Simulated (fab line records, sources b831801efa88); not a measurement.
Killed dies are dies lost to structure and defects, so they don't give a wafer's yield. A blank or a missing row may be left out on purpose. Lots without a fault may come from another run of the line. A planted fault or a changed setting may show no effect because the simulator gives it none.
fab line records | flow sky130
record lots=15 wafers=45 last_day=50
route steps=708 shown FIELD_ISO@14 DNWELL@39 NWELL@78
lots that met no fault: from a run of the same line without faults
start_h: hours from the record's first day to the start of the lot's first wafer shown | wait_h: hours since the lot's step before | " the same as in the row above | L1.1+2: a row that stands for several wafers | - no value, or no start given | * or withheld: withheld | < > ~ a bound
route shown NAME@n: a module of which the file shows steps, and the number in the route of the first | usual: mean/standard deviation of fault-free wafers | same: alike in all rows | chamber/n: place in a boat | sites: the reading at each site | _std_site: their standard deviation | _edge_site: outer sites' mean less inner sites' | radius_mm: how far each site lies from the wafer's centre | mask NAME#n: copy n | behind: the tool/chamber that last shaped the wafer | hold: why the lot was held/for how many hours/how that ended | device: the transistor (n, p or np) that didn't switch | end of line: the same wafers' tests at the end of the route | a step without rows: its recipe alone | killed: dies lost to structure and defects at the first sort, not the wafer's yield | map: a wafer's dies, x killed, . not, _ none there
set.NAME: the setting as run; set.NAME@STEP: as run at that earlier step | model.NAME: the simulator's own value behind a step, which no gauge read
steps of the route over a sample of lots; a table a step, a row a wafer
services: from which hour (start_h, from the record's first day; less than 0 if before it) a tool's chamber was out of use, for how many hours, and why
## steps
# step SKY_FIELD_ISO_CD_MEAS_13
# recipe target_cd_nm=150
# usual cd_nm=150.4/1.5
# columns lot.wafer tool chamber start_h wait_h cd_nm
L391.3 cd_sem-02 - 45.28 - 150.5
L391.4 " - " " 149.0
L391.6 " - " " 149.5
L393.1 cd_sem-01 - 54.69 - 151.5
L393.3 " - " " 152.3
L393.6 " - " " 152.9
L394.3 cd_sem-02 - 62.73 - 152.5
L394.5 " - " " 151.2
L394.6 " - " " 150.1
L395.2 cd_sem-01 - 66.16 - 148.0
L395.4 " - " " 149.9
L395.6 " - " " 149.0
L396.2 cd_sem-01 - 69.61 - 150.2
L396.4 " - " " 149.5
L396.5 " - " " 150.1
L397.2 cd_sem-01 - 74.50 - 151.6
L397.4 " - " " 151.0
L397.5 " - " " 152.8
L403.2 cd_sem-01 - 106.11 - 149.3
L403.3 " - " " 149.7
L403.6 " - " " 149.8
L404.3 cd_sem-02 - 113.18 - 151.5
L404.4 " - " " 151.8
L404.5 " - " " 152.0
L405.3 cd_sem-02 - 117.28 - 152.4
L405.4 " - " " 152.5
L405.6 " - " " 152.9
L406.2 cd_sem-01 - 123.16 - 149.1
L406.3 " - " " 148.1
L406.4 " - " " 149.3
L407.1 cd_sem-02 - 128.34 - 148.9
L407.3 " - " " 149.1
L407.4 " - " " 147.5
L408.1 cd_sem-02 - 133.69 - 152.3
L408.2 " - " " 152.5
L408.4 " - " " 152.4
L409.1 cd_sem-01 - 140.29 - 149.9
L409.4 " - " " 149.7
L409.5 " - " " 151.0
L410.1 cd_sem-02 - 145.14 - 150.4
L410.2 " - " " 150.8
L410.4 " - " " 150.1
L411.2 cd_sem-02 - 149.86 - 151.0
L411.4 " - " " 149.6
L411.5 " - " " 149.5
# step SKY_FIELD_ISO_ETCH_15
# recipe chemistry=CHF3/O2 target_depth_nm=180 stop_on=Si source_w=600 bias_w=200 pressure_mtorr=40 chf3_flow_sccm=50 O2_flow_sccm=5 time_s=72
# usual bias_w=200.1/0.55 drypump_motor_current_A=5.6/0.59 oes_product_au=0.950/0.0067 rf_fwd_power_W=595.5/2.7 throttle_valve_pct=8.846/0.0086
# columns lot.wafer tool chamber start_h wait_h bias_w drypump_motor_current_A oes_product_au rf_fwd_power_W rf_hours_counter_h throttle_valve_pct
L391.3 rie_diel-04 3 45.40 0.0 199.8 5.0 0.941 596.6 52 8.851
L391.4 " 2 " " 200.5 5.6 0.936 591.5 3 8.831
L391.6 " 3 " " 199.5 5.0 0.943 596.4 - 8.843
L393.1 rie_diel-02 1 54.85 0.0 200.7 4.7 0.947 595.2 123 8.833
L393.3 " 0 " " 201.3 5.8 0.961 594.1 45 8.846
L393.6 " 2 " " 199.5 6.2 0.949 598.2 - 8.840
L394.3 rie_diel-04 2 62.85 0.0 200.3 5.6 0.949 593.0 4 8.847
L394.5 " 3 " " 199.1 5.0 0.952 593.3 - 8.844
L394.6 " 2 " " 200.4 5.6 0.953 593.1 - 8.848
L395.2 rie_diel-04 2 66.30 0.0 200.2 5.6 0.960 595.8 4 8.844
L395.4 " 1 " " 200.0 5.2 0.956 600.1 106 8.853
L395.6 " 0 " " 200.4 6.8 0.953 597.5 - 8.841
L396.2 rie_diel-04 2 69.75 0.0 200.7 5.6 0.955 588.6 4 8.839
L396.4 " 3 " " 200.2 5.0 0.957 595.5 52 8.857
L396.5 " 2 " " 200.5 5.6 0.945 593.9 - 8.848
L397.2 rie_diel-04 0 74.64 0.0 201.0 6.8 0.940 601.2 72 8.839
L397.4 " 3 " " 200.0 5.0 0.954 595.6 52 8.840
L397.5 " 3 " " 199.9 5.0 0.939 594.4 - 8.856
L403.2 rie_diel-01 2 106.25 0.0 200.4 5.5 0.946 591.8 152 8.850
L403.3 " 3 " " 201.1 5.3 0.947 595.3 150 8.851
L403.6 " 3 " " 199.9 5.4 0.951 598.0 - 8.853
L404.3 rie_diel-04 1 113.30 0.0 200.3 5.2 0.944 597.4 107 8.836
L404.4 " 2 " " 200.7 5.6 0.950 592.9 5 8.831
L404.5 " 0 " " 199.6 6.8 0.947 597.3 - 8.847
L405.3 rie_diel-04 2 117.40 0.0 198.7 5.6 0.960 593.6 5 8.843
L405.4 " 3 " " 200.4 5.0 0.953 594.7 53 8.848
L405.6 " 2 " " 199.5 5.6 0.963 594.6 - 8.842
L406.2 rie_diel-01 0 123.30 0.0 200.4 6.4 0.956 595.7 3 8.849
L406.3 " 1 " " 199.9 5.6 0.949 597.4 111 8.854
L406.4 " 3 " " 200.4 5.4 0.952 592.8 150 8.852
L407.1 rie_diel-01 0 128.50 0.0 200.1 6.4 0.956 592.9 3 8.857
L407.3 " 1 " " 199.9 5.6 0.942 593.6 111 8.846
L407.4 " 3 " " 200.6 5.4 0.947 594.0 150 8.842
L408.1 rie_diel-02 0 133.85 0.0 200.3 5.8 0.943 592.6 46 8.847
L408.2 " 2 " " 199.8 6.2 0.946 598.4 132 8.861
L408.4 " 3 " " 200.2 5.9 0.943 596.8 144 8.842
L409.1 rie_diel-04 3 140.45 0.0 200.2 5.0 0.957 595.8 54 8.833
L409.4 " 1 " " 201.2 5.2 0.947 599.7 108 8.852
L409.5 " 3 " " 199.1 5.0 0.948 595.1 - 8.835
L410.1 rie_diel-02 3 145.30 0.0 200.5 5.9 0.951 595.4 144 8.834
L410.2 " 0 " " 199.3 5.8 0.951 596.6 46 8.844
L410.4 " 1 " " 200.5 4.8 0.957 597.0 125 8.843
L411.2 rie_diel-01 1 150.00 0.0 200.2 5.6 0.962 598.7 112 8.860
L411.4 " 0 " " 200.7 6.4 0.956 593.2 3 8.847
L411.5 " 0 " " 200.5 6.4 0.954 595.1 - 8.840
# step SKY_DNWELL_EXPOSE_04
# recipe mask_id=DNM na=0.57 target_cd_nm=3000 dose_mj=222
# usual exposure_dose_mJ_cm2=222.00/0.24 focus_offset_nm=0.1/0.53
# columns lot.wafer tool chamber start_h wait_h mask exposure_dose_mJ_cm2 focus_offset_nm
L391.3 iline_stepper-02 0 62.39 - DNM#0 221.57 0.3
L391.4 " 0 " " DNM#0 221.81 0.2
L391.6 " 0 " " DNM#0 221.34 -0.6
L393.1 iline_stepper-02 0 71.60 - DNM#0 222.05 -0.1
L393.3 " 0 " " DNM#0 222.06 0.0
L393.6 " 0 " " DNM#0 222.05 -0.2
L394.3 iline_stepper-01 0 76.49 - DNM#0 222.47 0.3
L394.5 " 0 " " DNM#0 222.06 0.1
L394.6 " 0 " " DNM#0 222.10 -0.4
L395.2 iline_stepper-01 0 81.06 - DNM#0 222.31 0.1
L395.4 " 0 " " DNM#0 222.13 0.3
L395.6 " 0 " " DNM#0 222.19 -0.7
L396.2 iline_stepper-02 0 84.73 - DNM#0 221.66 0.9
L396.4 " 0 " " DNM#0 222.12 0.2
L396.5 " 0 " " DNM#0 221.98 0.3
L397.2 iline_stepper-01 0 90.37 - DNM#0 222.03 -0.1
L397.4 " 0 " " DNM#0 221.82 0.9
L397.5 " 0 " " DNM#0 221.91 -0.3
L403.2 iline_stepper-02 - 125.83 - DNM#0 - -
L403.3 " - " " DNM#0 - -
L403.6 " - " " DNM#0 - -
L404.3 iline_stepper-02 - 130.42 - DNM#0 - -
L404.4 " - " " DNM#0 - -
L404.5 " - " " DNM#0 - -
L405.3 iline_stepper-02 - 136.16 - DNM#0 - -
L405.4 " - " " DNM#0 - -
L405.6 " - " " DNM#0 - -
L406.2 iline_stepper-01 0 141.17 - DNM#0 222.02 -0.1
L406.3 " 0 " " DNM#0 222.18 0.0
L406.4 " 0 " " DNM#0 222.16 0.1
L407.1 iline_stepper-02 0 146.63 - DNM#0 221.77 0.1
L407.3 " 0 " " DNM#0 221.92 -0.4
L407.4 " 0 " " DNM#0 222.00 0.8
L408.1 iline_stepper-02 0 150.77 - DNM#0 222.44 1.0
L408.2 " 0 " " DNM#0 221.67 0.5
L408.4 " 0 " " DNM#0 222.13 -0.3
L409.1 iline_stepper-02 0 157.47 - DNM#0 221.76 -1.8
L409.4 " 0 " " DNM#0 222.01 -1.0
L409.5 " 0 " " DNM#0 221.89 0.1
L410.1 iline_stepper-01 0 163.95 - DNM#0 222.46 0.6
L410.2 " 0 " " DNM#0 222.11 -0.1
L410.4 " 0 " " DNM#0 222.24 -0.1
L411.2 iline_stepper-01 0 167.81 - DNM#0 222.27 0.0
L411.4 " 0 " " DNM#0 222.01 0.2
L411.5 " 0 " " DNM#0 222.12 0.9
# step SKY_DNWELL_TW_MEAS_09
# usual DNWELL_TW=1121/7.8
# columns lot.wafer tool chamber start_h wait_h DNWELL_TW
L391.3 film_metro-04 - 70.86 0.1 1123
L391.4 " - " " 1124
L391.6 " - " " 1116
L393.1 film_metro-01 - 79.99 0.1 1119
L393.3 " - " " 1120
L393.6 " - " " 1119
L394.3 film_metro-04 - 85.09 0.1 1125
L394.5 " - " " 1127
L394.6 " - " " 1130
L395.2 film_metro-04 - 90.45 0.1 1120
L395.4 " - " " 1123
L395.6 " - " " 1121
L396.2 film_metro-04 - 93.60 0.1 1129
L396.4 " - " " 1120
L396.5 " - " " 1119
L397.2 film_metro-04 - 98.95 0.1 1126
L397.4 " - " " 1127
L397.5 " - " " 1133
L403.2 film_metro-04 - 135.24 0.1 30
L403.3 " - " " 30
L403.6 " - " " 30
L404.3 film_metro-01 - 140.21 0.1 30
L404.4 " - " " 30
L404.5 " - " " 30
L405.3 film_metro-02 - 145.94 0.1 30
L405.4 " - " " 30
L405.6 " - " " 30
L406.2 film_metro-01 - 151.38 0.1 1130
L406.3 " - " " 1132
L406.4 " - " " 1132
L407.1 film_metro-02 - 156.38 0.1 1112
L407.3 " - " " 1104
L407.4 " - " " 1111
L408.1 film_metro-02 - 160.54 0.1 1111
L408.2 " - " " 1115
L408.4 " - " " 1108
L409.1 film_metro-01 - 167.68 0.1 1133
L409.4 " - " " 1122
L409.5 " - " " 1127
L410.1 film_metro-01 - 173.72 0.1 1118
L410.2 " - " " 1120
L410.4 " - " " 1122
L411.2 film_metro-02 - 178.20 0.1 1117
L411.4 " - " " 1117
L411.5 " - " " 1119
# step SKY_NWELL_STRIP_25
# recipe chemistry=O2/N2 power_w=1400 pressure_mtorr=1500 platen_temp_c=withheld o2_flow_sccm=3000 n2_flow_sccm=300 overash_fraction=0.5
# usual drypump_motor_current_A=5.62/0.19 oes_product_au=0.723/0.0045 strip_time_to_endpoint_s=36.94/0.089
# columns lot.wafer tool chamber start_h wait_h drypump_motor_current_A oes_product_au rf_hours_counter_h strip_time_to_endpoint_s
L391.3 plasma_asher-01 0 124.11 0.1 5.46 0.717 - 36.85
L391.4 " 1 " " 5.96 0.730 - 37.01
L391.6 " 1 " " 5.96 0.718 - 36.96
L393.1 plasma_asher-02 1 133.76 0.1 5.57 0.727 31 36.79
L393.3 " 1 " " 5.59 0.727 - 36.74
L393.6 " 1 " " 5.60 0.727 - 36.79
L394.3 plasma_asher-01 0 142.11 0.1 5.47 0.726 - 37.00
L394.5 " 1 " " 5.96 0.728 - 37.07
L394.6 " 0 " " 5.47 0.724 - 36.94
L395.2 plasma_asher-01 0 146.88 0.1 5.47 0.723 48 36.80
L395.4 " 0 " " 5.47 0.724 - 36.83
L395.6 " 0 " " 5.45 0.727 - 36.80
L396.2 plasma_asher-03 1 150.38 0.1 5.69 0.720 46 36.91
L396.4 " 1 " " 5.70 0.722 - 36.93
L396.5 " 0 " " 5.62 0.721 - 37.02
L397.2 plasma_asher-01 1 155.31 0.1 5.93 0.725 49 37.06
L397.4 " 1 " " 5.98 0.717 - 36.92
L397.5 " 0 " " 5.48 0.731 - 36.93
L403.2 plasma_asher-03 0 196.11 0.1 5.63 0.724 50 36.93
L403.3 " 1 " " 5.67 0.720 - 36.88
L403.6 " 1 " " 5.67 0.723 - 36.94
L404.3 plasma_asher-01 1 201.14 0.1 5.94 0.727 - 37.02
L404.4 " 0 " " 5.46 0.728 - 36.98
L404.5 " 1 " " 5.94 0.724 - 36.92
L405.3 plasma_asher-02 0 207.76 0.1 5.37 0.726 - 37.03
L405.4 " 1 " " 5.60 0.725 - 37.08
L405.6 " 0 " " 5.36 0.719 - 37.12
L406.2 plasma_asher-01 1 214.66 0.1 5.98 0.721 55 36.94
L406.3 " 0 " " 5.48 0.724 - 37.00
L406.4 " 1 " " 5.95 0.725 - 36.88
L407.1 plasma_asher-03 0 220.27 0.1 5.62 0.724 53 37.05
L407.3 " 1 " " 5.69 0.720 - 37.10
L407.4 " 0 " " 5.63 0.717 - 37.12
L408.1 plasma_asher-03 0 223.98 0.1 5.64 0.726 53 37.10
L408.2 " 1 " " 5.70 0.731 53 37.06
L408.4 " 1 " " 5.67 0.725 - 37.00
L409.1 plasma_asher-01 1 233.56 0.1 5.96 0.720 57 36.91
L409.4 " 0 " " 5.47 0.717 - 37.06
L409.5 " 0 " " 5.45 0.722 - 37.04
L410.1 plasma_asher-02 0 239.93 0.1 5.36 0.713 41 37.04
L410.2 " 1 " " 5.59 0.719 41 36.91
L410.4 " 1 " " 5.60 0.732 - 36.87
L411.2 plasma_asher-01 1 244.91 0.1 6.00 0.723 58 37.05
L411.4 " 0 " " 5.47 0.726 - 37.00
L411.5 " 1 " " 5.94 0.724 - 37.02
## services
# columns tool chamber start_h hours kind
plasma_asher-01 - 34.37 2.2 repair
rie_diel-01 3 45.23 10.1 repair
rie_diel-02 3 49.32 1.3 repair
rie_diel-01 0 57.41 9.9 repair
iline_stepper-01 - 67.61 4.4 pm
iline_stepper-02 0 81.79 - calibration
plasma_asher-02 - 88.56 14.1 repair
rie_diel-01 0 102.06 3.9 repair
iline_stepper-02 - 128.63 1.7 pm
iline_stepper-02 - 143.20 2.1 pm
iline_stepper-01 - 145.32 1.7 pm
rie_diel-02 2 155.32 2.4 repair
rie_diel-01 - 156.15 4.3 pm
iline_stepper-02 - 160.84 10.6 repair
plasma_asher-02 - 179.21 4.6 repair
plasma_asher-01 - 189.02 2.8 pm
plasma_asher-02 - 197.42 2.8 pm
rie_diel-04 2 206.15 10.9 repair
plasma_asher-01 - 206.80 1.6 repair
iline_stepper-02 - 213.50 4.4 pm
rie_diel-02 0 216.15 10.8 repair
plasma_asher-03 - 227.99 5.0 repair
rie_diel-02 - 230.44 0.3 repair
rie_diel-01 2 231.35 33.1 repair
## key
first_sign step=SKY_DNWELL_EXPOSE_04 reading=tool_record direction=missing
effect step=SKY_DNWELL_TW_MEAS_09 reading=DNWELL_TW direction=down sigmas=99+ usual=1121 struck=30
met_at SKY_DNWELL_EXPOSE_04
struck_lots L403,L404,L405
sort_left_out L403.2,L403.3,L403.6,L404.3,L404.4,L404.5,L405.3,L405.4,L405.6
tester_left_out L403,L404,L405
not_acting_at SKY_FIELD_ISO_CD_MEAS_13,SKY_FIELD_ISO_ETCH_15,SKY_NWELL_STRIP_25
onset_between 84.73 125.83
fault kind=skipped_step_whole tool=iline_stepper-02 chamber=- onset_h=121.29 steps=SKY_DNWELL_EXPOSE_04 scope=struck_lots_only
# tester_left_out: of these lots the tester's yield and bins aren't shown, on N5 and GAA mostly nor the transistor test; their killed dies are dies lost to structure and defects alone, not to doping, threshold or leakage, so they don't give the yield
# sort_left_out: the simulated sort isn't trusted on such a fault, so these wafers' sort isn't shown, and their yield isn't known
